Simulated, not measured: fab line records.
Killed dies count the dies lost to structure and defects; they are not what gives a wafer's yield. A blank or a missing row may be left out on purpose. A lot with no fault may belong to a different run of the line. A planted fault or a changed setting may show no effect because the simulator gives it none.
Struck lot and sound lot, side by side :: flow gf180mcu :: 11 steps out of a route of 602
Sound: the wafers L863.2, L863.4, L863.5. Wafers struck: L869.1, L869.2, L869.4. The cause comes at the end.
Order at every step that has rows: each side's tool, ch and its chambers, its first start. Under that, the readings that differ: sound wafers :: struck wafers :: difference of the means :: sigmas: that difference in standard deviations of wafers without a fault.
alike: same words and numbers on both sides, and readings whose means sit less than 2 such deviations apart. not compared: any withheld reading, any reading some wafer has no value for, any bound like >300 that may hide the same value, and any number with overlapping values for which the record gives no deviation.
Wherever a step has rows on one side only, a row that says differs or no value, or a row with sigmas, the two part there. When numbers do not overlap yet have no deviation, they are printed without sigmas and do not part them. Lack of a reading on every wafer of one side parts them only where that side has two or more wafers.

GF_STI_BOW_MEAS_00:
  sound on film_metro-03 at day 2 06:01; struck on film_metro-01 at day 3 12:00
  alike: INCOMING_BOW
then, 1 step without rows for these wafers: GF_STI_OXIDATION_01 (stabilise 600 s, purge 300 s, target thk 10 nm).
GF_STI_THK_MEAS_02:
  sound on film_metro-01 at day 2 08:07; struck on film_metro-01 at day 3 14:00
  alike: STI_OXIDATION_THK
then, 1 step without rows for these wafers: GF_STI_CVD_03 (deposits Si3N4 from DCS/NH3, target thk 207.16 nm, time 3551 s).
GF_STI_THK_MEAS_04:
  sound on film_metro-04 at day 2 10:10; struck on film_metro-01 at day 3 16:03
  alike: STI_CVD_03_THK
then, 4 steps without rows for these wafers: GF_STI_DEHYDRATE_05 (time 60 s); GF_STI_HMDS_06 (prime time 60 s); GF_STI_COAT_07 (resist thk 700 nm); GF_STI_SOFTBAKE_08 (time 60 s).
GF_STI_EXPOSE_09: exposes mask COMP, target cd 220 nm.
  sound on krf_scanner-01 ch 0, day 2 16:03; struck on krf_scanner-02, day 3 22:47
  no value came back on the struck wafers for exposure_dose_mJ_cm2, focus_offset_nm (nm), stage_vel_mm_s (mm/s); on the sound wafers exposure_dose_mJ_cm2 reads 27.960 27.991 28.025
  alike: mask
then, 1 step without rows for these wafers: GF_STI_PEB_10 (peb time 90 s).

## WHERE THEY PART
GF_STI_EXPOSE_09 only, going by this record.

WHY: whatever the simulator had introduced
Skipped step whole: krf_scanner-02, from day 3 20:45 on, at GF_STI_EXPOSE_09. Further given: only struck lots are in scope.
